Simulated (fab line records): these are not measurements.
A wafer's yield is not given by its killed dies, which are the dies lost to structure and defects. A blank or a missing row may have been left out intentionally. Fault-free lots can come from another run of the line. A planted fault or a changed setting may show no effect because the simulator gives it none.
fab line records + flow sky130
record
- lots=13
- wafers=39
- lastDay=50
route steps=708 shown FIELD_ISO@28 NWELL@34 VT_ADJUST_HVTP@93 PAD_OPEN@708
lots that met no fault: from a run of the same line without faults
startH: start of the lot's first displayed wafer, in hours after the record's first day + waitH: time in hours since the lot's previous step + " identical to the entry in the row above + L1.1+2: a row that stands for several wafers + - no value, or no start given + * or withheld: withheld + < > ~ a bound
route shown NAME@n: NAME is a module with steps in the file, n the number in the route of the first one + usual: the fault-free wafers' mean and standard deviation + same: alike in all rows + chamber/n: place in a boat + sites: the reading at each site + _std_site: standard deviation of those values + _edge_site: inner sites' mean taken away from outer sites' mean + radiusMm: for every site, how far away it sits from the centre of the wafer + mask NAME#n: copy n + behind: the most recent tool/chamber to have shaped the wafer + hold: why the lot was held/for how many hours/how that ended + device: names the non-switching transistor (n, p or np) + end of line: tests of these same wafers at the route's end + for a step that has no rows: nothing shown but its recipe + killed: dies that structure and defects cost at the first sort, which is not the same as the wafer's yield + map: a wafer's dies, marking killed ones x, the rest . and places with no die _
set.NAME: the setting as run; set.NAME@STEP: as run at that earlier step + model.NAME: the simulator's own value behind a step, which no gauge read
the route's steps for a sample of lots (tables are steps, rows are wafers)
services: a tool's chamber out of use, with start hour (startH, from the record's first day; less than 0 if before it), hours out, and reason
## steps
# step SKY_FIELD_ISO_CMP_27
# recipe
- stopOn=Si3N4
- tOverpolishS=16
- downForcePsi=4
- platenRpm=60
- targetThkNm=457.8
- padVelocityMS=0.94248
# usual
- motorCurrentA=12.3/0.82
- overpolishRunS=15.999/0.0087
- timeToEndpointS=112/3.8
| lot.wafer | tool   | chamber | startH | waitH | motorCurrentA | overpolishRunS | timeToEndpointS |
|-----------|--------|---------|--------|-------|---------------|----------------|-----------------|
| L691.3    | cmp-01 | 2       | 40.70  | 0.1   | 12.0          | 15.996         | 115             |
| L691.2    | "      | 3       | "      | "     | 13.1          | 16.000         | 109             |
| L691.5    | "      | 2       | "      | "     | 10.7          | 15.985         | 113             |
| L692.1    | cmp-01 | 0       | 44.72  | 0.0   | 14.0          | 15.993         | 114             |
| L692.2    | "      | 3       | "      | "     | 13.2          | 16.010         | 111             |
| L692.6    | "      | 1       | "      | "     | 12.4          | 16.005         | 116             |
| L693.2    | cmp-02 | 0       | 49.30  | 0.1   | 11.4          | 16.006         | 114             |
| L693.4    | "      | 1       | "      | "     | 13.0          | 16.002         | 113             |
| L693.6    | "      | 3       | "      | "     | 12.3          | 15.994         | 119             |
| L695.3    | cmp-01 | 0       | 61.23  | 0.0   | 14.7          | 16.005         | 111             |
| L695.4    | "      | 1       | "      | "     | 12.8          | 15.998         | 120             |
| L695.1    | "      | 3       | "      | "     | 12.6          | 15.995         | 112             |
| L696.4    | cmp-01 | 1       | 66.31  | 0.2   | 12.1          | 15.993         | 114             |
| L696.3    | "      | 2       | "      | "     | 11.5          | 16.007         | 111             |
| L696.5    | "      | 3       | "      | "     | 12.8          | 15.998         | 114             |
| L697.4    | cmp-01 | 1       | 68.92  | 0.0   | 13.0          | 16.012         | 113             |
| L697.1    | "      | 2       | "      | "     | 11.9          | 16.000         | 112             |
| L697.6    | "      | 2       | "      | "     | 11.9          | 15.997         | 108             |
| L700.1    | cmp-01 | 0       | 85.56  | 0.0   | 13.7          | 15.989         | 108             |
| L700.2    | "      | 3       | "      | "     | 12.5          | 15.985         | 108             |
| L700.5    | "      | 1       | "      | "     | 12.3          | 16.001         | 111             |
| L701.2    | cmp-01 | 2       | 94.91  | 0.0   | 12.0          | 15.995         | 103             |
| L701.4    | "      | 1       | "      | "     | 12.4          | 16.009         | 108             |
| L701.6    | "      | 2       | "      | "     | 11.4          | 15.995         | 107             |
| L706.1    | cmp-02 | 3       | 120.47 | 0.1   | 11.9          | 15.990         | 112             |
| L706.6    | "      | 2       | "      | "     | 12.8          | 15.995         | 113             |
| L706.5    | "      | 3       | "      | "     | 12.5          | 16.013         | 113             |
| L708.4    | cmp-01 | 0       | 128.68 | 0.1   | 13.8          | 15.989         | 108             |
| L708.5    | "      | 1       | "      | "     | 12.5          | 16.002         | 114             |
| L708.6    | "      | 2       | "      | "     | 11.3          | 16.020         | 107             |
| L709.1    | cmp-02 | 2       | 136.87 | 0.0   | 12.9          | 16.007         | 108             |
| L709.2    | "      | 1       | "      | "     | 12.9          | 16.001         | 104             |
| L709.5    | "      | 3       | "      | "     | 12.7          | 15.990         | 111             |
| L710.4    | cmp-01 | 0       | 141.07 | 0.0   | 14.0          | 16.003         | 113             |
| L710.5    | "      | 0       | "      | "     | 13.1          | 15.982         | 110             |
| L710.6    | "      | 1       | "      | "     | 12.3          | 16.000         | 114             |
| L712.2    | cmp-01 | 2       | 151.19 | 0.1   | 11.1          | 15.995         | 116             |
| L712.4    | "      | 3       | "      | "     | 12.5          | 16.027         | 110             |
| L712.3    | "      | 0       | "      | "     | 14.1          | 15.990         | 116             |
# step SKY_NWELL_THK_MEAS_02
# recipe
- reads=SiO2_of_NWELL_OXIDATION_01
# usual
- NWELL_OXIDATION_THK=10.01/0.19
| lot.wafer | tool         | chamber | startH | waitH | NWELL_OXIDATION_THK[nm] |
|-----------|--------------|---------|--------|-------|-------------------------|
| L691.2    | filmMetro-04 | -       | 43.23  | 0.0   | 10.00                   |
| L691.3    | "            | -       | "      | "     | 9.92                    |
| L691.5    | "            | -       | "      | "     | 10.13                   |
| L692.1    | filmMetro-01 | -       | 47.70  | 0.0   | 10.11                   |
| L692.2    | "            | -       | "      | "     | 10.05                   |
| L692.6    | "            | -       | "      | "     | 10.09                   |
| L693.2    | filmMetro-02 | -       | 51.51  | 0.0   | 9.79                    |
| L693.4    | "            | -       | "      | "     | 9.49                    |
| L693.6    | "            | -       | "      | "     | 9.83                    |
| L695.1    | filmMetro-01 | -       | 64.56  | 0.0   | 10.05                   |
| L695.3    | "            | -       | "      | "     | 10.28                   |
| L695.4    | "            | -       | "      | "     | 10.32                   |
| L696.3    | filmMetro-04 | -       | 68.58  | 0.0   | 10.06                   |
| L696.4    | "            | -       | "      | "     | 10.22                   |
| L696.5    | "            | -       | "      | "     | 10.09                   |
| L697.1    | filmMetro-01 | -       | 72.84  | 0.0   | 9.79                    |
| L697.4    | "            | -       | "      | "     | 9.74                    |
| L697.6    | "            | -       | "      | "     | 9.84                    |
| L700.1    | filmMetro-01 | -       | 89.37  | 0.0   | 10.08                   |
| L700.2    | "            | -       | "      | "     | 9.94                    |
| L700.5    | "            | -       | "      | "     | 9.88                    |
| L701.2    | filmMetro-02 | -       | 98.82  | 0.0   | 9.93                    |
| L701.4    | "            | -       | "      | "     | 9.83                    |
| L701.6    | "            | -       | "      | "     | 9.91                    |
| L706.1    | filmMetro-04 | -       | 123.98 | 0.0   | 9.89                    |
| L706.5    | "            | -       | "      | "     | 9.87                    |
| L706.6    | "            | -       | "      | "     | 9.94                    |
| L708.4    | filmMetro-02 | -       | 132.58 | 0.1   | 9.87                    |
| L708.5    | "            | -       | "      | "     | 10.26                   |
| L708.6    | "            | -       | "      | "     | 10.10                   |
| L709.1    | filmMetro-01 | -       | 142.46 | 0.0   | 10.40                   |
| L709.2    | "            | -       | "      | "     | 10.39                   |
| L709.5    | "            | -       | "      | "     | 10.38                   |
| L710.4    | filmMetro-01 | -       | 145.40 | 0.0   | 9.86                    |
| L710.5    | "            | -       | "      | "     | 9.89                    |
| L710.6    | "            | -       | "      | "     | 10.00                   |
| L712.2    | filmMetro-02 | -       | 153.50 | 0.0   | 10.14                   |
| L712.3    | "            | -       | "      | "     | 10.19                   |
| L712.4    | "            | -       | "      | "     | 10.00                   |
# step SKY_NWELL_EXPOSE_07
# recipe
- maskId=NWM
- na=0.6
- sourceShape=conventional
- sigmaOuter=0.6
- polarization=unpolarized
- targetCdNm=840
- doseMj=255
| lot.wafer  | tool            | chamber | startH | waitH | mask  |
|------------|-----------------|---------|--------|-------|-------|
| L691.2+3+5 | ilineStepper-01 | 0       | 84.12  | -     | NWM#0 |
| L692.1+2+6 | ilineStepper-01 | 0       | 87.43  | -     | NWM#0 |
| L693.2+4+6 | ilineStepper-01 | 0       | 92.20  | -     | NWM#0 |
| L695.1+3+4 | ilineStepper-01 | 0       | 104.81 | -     | NWM#0 |
| L696.3+4+5 | ilineStepper-01 | 0       | 111.55 | -     | NWM#0 |
| L697.1+4+6 | ilineStepper-02 | 0       | 115.36 | -     | NWM#0 |
| L700.1+2+5 | ilineStepper-01 | 0       | 133.88 | -     | NWM#0 |
| L701.2+4+6 | ilineStepper-01 | 0       | 144.55 | -     | NWM#0 |
| L706.1+5+6 | ilineStepper-01 | 0       | 171.98 | -     | NWM#0 |
| L708.4+5+6 | ilineStepper-01 | 0       | 182.03 | -     | NWM#0 |
| L709.1+2+5 | ilineStepper-01 | 0       | 193.33 | -     | NWM#0 |
| L710.4+5+6 | ilineStepper-01 | 0       | 197.93 | -     | NWM#0 |
| L712.2+3+4 | ilineStepper-02 | 0       | 206.95 | -     | NWM#0 |
# step SKY_NWELL_OVL_MEAS_10
# usual
- NWELL_00_OVL=-1.1/1.5
| lot.wafer | tool       | chamber | startH | waitH | NWELL_00_OVL[nm] |
|-----------|------------|---------|--------|-------|------------------|
| L691.2    | overlay-02 | -       | 92.24  | -     | -1.0             |
| L691.3    | "          | -       | "      | "     | -3.5             |
| L691.5    | "          | -       | "      | "     | -1.6             |
| L692.1    | overlay-01 | -       | 95.63  | -     | -1.1             |
| L692.2    | "          | -       | "      | "     | -2.4             |
| L692.6    | "          | -       | "      | "     | -0.6             |
| L693.2    | overlay-01 | -       | 99.89  | -     | -0.8             |
| L693.4    | "          | -       | "      | "     | -1.1             |
| L693.6    | "          | -       | "      | "     | -0.8             |
| L695.1    | overlay-02 | -       | 113.68 | -     | 1.0              |
| L695.3    | "          | -       | "      | "     | 1.9              |
| L695.4    | "          | -       | "      | "     | -1.0             |
| L696.3    | overlay-01 | -       | 119.58 | -     | 1.2              |
| L696.4    | "          | -       | "      | "     | 2.2              |
| L696.5    | "          | -       | "      | "     | 1.8              |
| L697.1    | overlay-02 | -       | 124.39 | -     | -3.0             |
| L697.4    | "          | -       | "      | "     | -2.0             |
| L697.6    | "          | -       | "      | "     | -1.7             |
| L700.1    | overlay-01 | -       | 142.32 | -     | -3.6             |
| L700.2    | "          | -       | "      | "     | -1.8             |
| L700.5    | "          | -       | "      | "     | 0.0              |
| L701.2    | overlay-01 | -       | 155.04 | -     | -0.5             |
| L701.4    | "          | -       | "      | "     | 0.2              |
| L701.6    | "          | -       | "      | "     | -0.2             |
| L706.1    | overlay-01 | -       | 182.32 | -     | -1.3             |
| L706.5    | "          | -       | "      | "     | -1.6             |
| L706.6    | "          | -       | "      | "     | 0.3              |
| L708.4    | overlay-01 | -       | 192.54 | -     | 185.9            |
| L708.5    | "          | -       | "      | "     | 184.6            |
| L708.6    | "          | -       | "      | "     | 185.9            |
| L709.1    | overlay-01 | -       | 204.37 | -     | 181.1            |
| L709.2    | "          | -       | "      | "     | 183.6            |
| L709.5    | "          | -       | "      | "     | 183.6            |
| L710.4    | overlay-02 | -       | 208.75 | -     | 184.1            |
| L710.5    | "          | -       | "      | "     | 183.3            |
| L710.6    | "          | -       | "      | "     | 184.7            |
| L712.2    | overlay-01 | -       | 217.39 | -     | -1.8             |
| L712.3    | "          | -       | "      | "     | -2.7             |
| L712.4    | "          | -       | "      | "     | -0.3             |
# step SKY_VT_ADJUST_HVTP_OVL_MEAS_08
# usual
- VT_ADJUST_HVTP_OVL=0.4/1.4
| lot.wafer | tool       | chamber | startH | waitH | VT_ADJUST_HVTP_OVL[nm] |
|-----------|------------|---------|--------|-------|------------------------|
| L691.2    | overlay-02 | -       | 127.91 | 0.1   | -0.3                   |
| L691.3    | "          | -       | "      | "     | 1.4                    |
| L691.5    | "          | -       | "      | "     | -1.2                   |
| L692.1    | overlay-01 | -       | 132.01 | 0.1   | 2.5                    |
| L692.2    | "          | -       | "      | "     | 0.9                    |
| L692.6    | "          | -       | "      | "     | 2.1                    |
| L693.2    | overlay-01 | -       | 138.57 | 0.1   | 0.1                    |
| L693.4    | "          | -       | "      | "     | -1.4                   |
| L693.6    | "          | -       | "      | "     | -1.4                   |
| L695.1    | overlay-02 | -       | 150.90 | 0.1   | -0.9                   |
| L695.3    | "          | -       | "      | "     | 0.1                    |
| L695.4    | "          | -       | "      | "     | -0.3                   |
| L696.3    | overlay-01 | -       | 158.91 | 0.1   | 1.6                    |
| L696.4    | "          | -       | "      | "     | 1.6                    |
| L696.5    | "          | -       | "      | "     | 1.7                    |
| L697.1    | overlay-01 | -       | 164.75 | 0.1   | -0.7                   |
| L697.4    | "          | -       | "      | "     | -3.0                   |
| L697.6    | "          | -       | "      | "     | -3.3                   |
| L700.1    | overlay-01 | -       | 183.96 | 0.1   | 1.7                    |
| L700.2    | "          | -       | "      | "     | -0.1                   |
| L700.5    | "          | -       | "      | "     | 0.8                    |
| L701.2    | overlay-02 | -       | 197.96 | 0.1   | 1.0                    |
| L701.4    | "          | -       | "      | "     | -0.9                   |
| L701.6    | "          | -       | "      | "     | 0.6                    |
| L706.1    | overlay-02 | -       | 227.61 | 0.1   | 1.0                    |
| L706.5    | "          | -       | "      | "     | 0.9                    |
| L706.6    | "          | -       | "      | "     | 0.8                    |
| L708.4    | overlay-02 | -       | 238.77 | 0.1   | 1.7                    |
| L708.5    | "          | -       | "      | "     | -0.3                   |
| L708.6    | "          | -       | "      | "     | 1.0                    |
| L709.1    | overlay-01 | -       | 251.26 | 0.1   | 0.2                    |
| L709.2    | "          | -       | "      | "     | 1.1                    |
| L709.5    | "          | -       | "      | "     | 1.7                    |
| L710.4    | overlay-01 | -       | 257.18 | 0.1   | 2.2                    |
| L710.5    | "          | -       | "      | "     | 1.8                    |
| L710.6    | "          | -       | "      | "     | 1.2                    |
| L712.2    | overlay-02 | -       | 266.12 | 0.1   | 0.9                    |
| L712.3    | "          | -       | "      | "     | -0.8                   |
| L712.4    | "          | -       | "      | "     | 1.6                    |
# step SKY_PAD_OPEN_PROBE_99
# usual
- killed_at_M0_to_M3=44/7
- killed_at_M4_up=3.2/2
- killedAtContacts=25/5.3
- killedAtFrontEnd=15/4.3
- killedAtOther=0.3/0.54
- killedDies=86/8.7
- killedOnRim=17/3.6
- killedOpen=47/6.4
- killedShort=39/5.6
# same
- grossDies=492
- killedAtBackSide=0
| lot.wafer | tool      | chamber | startH  | waitH | killed_at_M0_to_M3 | killed_at_M4_up | killedAtContacts | killedAtFrontEnd | killedAtOther | killedDies | killedOnRim | killedOpen | killedShort |
|-----------|-----------|---------|---------|-------|--------------------|-----------------|------------------|------------------|---------------|------------|-------------|------------|-------------|
| L708.4    | prober-01 | -       | 1178.50 | 0.2   | 54                 | 6               | 24               | 408              | 0             | 492        | 96          | 44         | 53          |
| L708.5    | prober-01 | -       | 1178.55 | 0.2   | 52                 | 6               | 26               | 408              | 0             | 492        | 96          | 52         | 45          |
| L708.6    | prober-01 | -       | 1178.60 | 0.2   | 38                 | 10              | 33               | 411              | 0             | 492        | 96          | 54         | 37          |
| L709.1    | prober-02 | -       | 1184.59 | 0.1   | 46                 | 4               | 23               | 418              | 1             | 492        | 96          | 52         | 37          |
| L709.2    | prober-02 | -       | 1184.64 | 0.1   | 46                 | 8               | 23               | 415              | 0             | 492        | 96          | 47         | 39          |
| L709.5    | prober-02 | -       | 1184.79 | 0.2   | 48                 | 5               | 19               | 419              | 1             | 492        | 96          | 44         | 40          |
| L710.4    | prober-01 | -       | 1190.34 | 0.2   | 59                 | 3               | 15               | 413              | 2             | 492        | 96          | 55         | 35          |
| L710.5    | prober-01 | -       | 1190.39 | 0.2   | 42                 | 1               | 29               | 420              | 0             | 492        | 96          | 58         | 43          |
| L710.6    | prober-01 | -       | 1190.44 | 0.2   | 41                 | 5               | 27               | 419              | 0             | 492        | 96          | 53         | 35          |
# killed by level:class
L708.4 NWELL:overlay=395 VIA1:geometricParticle:open=15 METAL1:geometricParticle:short=8 VIA1:geometricParticle:short=8 CONTACT:geometricParticle:open=6 VIA2:geometricParticle:open=6 VIA3:geometricParticle:short=6 LI_CONTACT:geometricParticle:short=5
L708.5 NWELL:overlay=395 VIA1:geometricParticle:open=14 VIA2:geometricParticle:open=8 CONTACT:geometricParticle:open=7 METAL1:geometricParticle:short=7 VIA3:geometricParticle:open=6 LI_CONTACT:geometricParticle:open=6 LI_CONTACT:geometricParticle:short=5
L708.6 NWELL:overlay=401 LI_CONTACT:geometricParticle:open=11 VIA1:geometricParticle:open=9 VIA3:geometricParticle:open=9 VIA2:geometricParticle:open=9 METAL4:geometricParticle:short=8 CONTACT:geometricParticle:short=6 CONTACT:geometricParticle:open=6
L709.1 NWELL:overlay=402 VIA1:geometricParticle:open=13 VIA2:geometricParticle:open=9 LI_CONTACT:geometricParticle:open=8 CONTACT:geometricParticle:open=8 METAL2:geometricParticle:short=8 METAL1:geometricParticle:short=6 FIELD_ISO:geometricParticle:short=5
L709.2 NWELL:overlay=406 VIA1:geometricParticle:open=11 CONTACT:geometricParticle:open=8 METAL2:geometricParticle:short=7 METAL1:geometricParticle:short=5 VIA3:geometricParticle:open=5 VIA1:geometricParticle:short=5 METAL4:geometricParticle:short=5
L709.5 NWELL:overlay=408 VIA3:geometricParticle:open=9 VIA1:geometricParticle:open=8 LI_CONTACT:geometricParticle:open=7 VIA2:geometricParticle:open=7 CONTACT:geometricParticle:open=5 METAL1:geometricParticle:short=5 VIA1:geometricParticle:short=5
L710.4 NWELL:overlay=401 VIA1:geometricParticle:open=14 VIA3:geometricParticle:open=14 VIA2:geometricParticle:open=10 LI_CONTACT:geometricParticle:open=7 METAL2:geometricParticle:short=6 POLY_GATE:geometricParticle:short=5 CONTACT:geometricParticle:short=3
L710.5 NWELL:overlay=391 VIA1:geometricParticle:open=12 LI_CONTACT:geometricParticle:open=10 CONTACT:geometricParticle:open=8 FIELD_ISO:geometricParticle:open=6 VIA1:geometricParticle:short=6 POLY_GATE:geometricParticle:short=5 SPACER:geometricParticle:open=5
L710.6 NWELL:overlay=404 LI_CONTACT:geometricParticle:open=9 CONTACT:geometricParticle:open=9 VIA1:geometricParticle:open=8 VIA2:geometricParticle:open=7 VIA3:geometricParticle:open=6 FIELD_ISO:geometricParticle:open=5 POLY_GATE:geometricParticle:open=5
## services
| tool            | chamber | startH | hours | kind                          |
|-----------------|---------|--------|-------|-------------------------------|
| cmp-01          | -       | 23.35  | 5.1   | pm                            |
| cmp-02          | -       | 42.90  | 4.5   | repair                        |
| cmp-02          | -       | 64.00  | 4.0   | pm                            |
| cmp-01          | -       | 65.04  | 0.9   | repair                        |
| ilineStepper-02 | -       | 66.51  | 1.7   | pm                            |
| cmp-02          | -       | 68.00  | -     | consumableReplace:conditioner |
| cmp-02          | -       | 68.00  | -     | consumableReplace:pad         |
| ilineStepper-01 | -       | 69.10  | 1.7   | pm                            |
| cmp-01          | -       | 108.00 | 1.4   | repair                        |
| cmp-02          | -       | 127.48 | 6.2   | pm                            |
| cmp-01          | -       | 129.93 | 0.6   | repair                        |
| ilineStepper-02 | 0       | 139.74 | -     | calibration                   |
| ilineStepper-01 | -       | 147.23 | 8.6   | repair                        |
| cmp-02          | -       | 149.11 | 0.9   | repair                        |
| cmp-01          | -       | 151.47 | 0.3   | repair                        |
| cmp-02          | -       | 164.70 | 0.5   | repair                        |
| ilineStepper-01 | -       | 173.39 | 1.3   | repair                        |
| cmp-01          | -       | 202.12 | 0.3   | repair                        |
| cmp-01          | -       | 203.77 | 0.6   | repair                        |
## key
firstSign
- step=SKY_NWELL_OVL_MEAS_10
- reading=NWELL_00_OVL
- direction=up
- sigmas=99+
- usual=-1.1
- struck=184.1
effect
- step=SKY_PAD_OPEN_PROBE_99
- reading=killedAtFrontEnd
- direction=up
- sigmas=93
- usual=15
- struck=415
moreKillsBornAt
- SKY_NWELL_EXPOSE_07@ilineStepper-01=3603
metAt SKY_NWELL_EXPOSE_07
struckLots L708,L709,L710
testerLeftOut L708,L709,L710
notActingAt SKY_FIELD_ISO_CMP_27,SKY_NWELL_THK_MEAS_02,SKY_VT_ADJUST_HVTP_OVL_MEAS_08
onsetBetween 171.98 182.03
fault
- kind=scannerMatchingOverlay
- tool=ilineStepper-01
- chamber=-
- onsetH=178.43
- steps=SKY_NWELL_EXPOSE_07
- offset=186.18
# testerLeftOut: of these lots the tester's yield and bins aren't shown, on N5 and GAA mostly nor the transistor test; their killed dies are dies lost to structure and defects alone, not to doping, threshold or leakage, so they don't give the yield
